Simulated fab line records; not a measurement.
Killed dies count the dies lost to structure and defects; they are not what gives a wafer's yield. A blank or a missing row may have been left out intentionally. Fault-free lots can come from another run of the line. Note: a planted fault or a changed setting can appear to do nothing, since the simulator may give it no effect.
The tool behind it: which one? -- flow sfq-line -- 18 wafers sampled from 6 lots at 1 step of a route of 325

WHAT EACH GAUGE READ, for each wafer
SFQ_INCOMING_BOW_MEAS_900.
lot,measured,on,INCOMING_BOW (um)
L734,day 1 15:02,film-metro-02,-9 -8 -4
L737,day 2 06:02,film-metro-01,6 -6 2
L744,day 3 17:01,film-metro-03,-5 1 15
L750,day 4 23:01,film-metro-03,4 -3 -16
L753,day 5 14:01,film-metro-03,-3 -5 2
L755,day 6 00:02,film-metro-02,-2 -4 -5

TOOL THAT RAN EACH LOT (tool first, then ch and the chambers of the sampled wafers, then the start)
The record holds no process step before these readings.

THE ANSWER, worked out from the rows above alone
Rule: what is usual is taken from the lots themselves. The widest of any qualifying gaps counts: lots, ordered by their means at a reading, are off when they make up no more than a third of the lots, leave a main group of 4 or more, and stand apart from it by 3 or more times the standard deviation of that group's means. A main group whose means are all the same, to the digits that the tables above print for the reading, isn't used. Also off: a lot with no number at a reading for which 4 or more lots have one. Any other lot the step has rows for is counted as sound.
None of the lots is off at any reading shown; this tells nothing.

WHAT THE SIMULATOR HAD PUT IN
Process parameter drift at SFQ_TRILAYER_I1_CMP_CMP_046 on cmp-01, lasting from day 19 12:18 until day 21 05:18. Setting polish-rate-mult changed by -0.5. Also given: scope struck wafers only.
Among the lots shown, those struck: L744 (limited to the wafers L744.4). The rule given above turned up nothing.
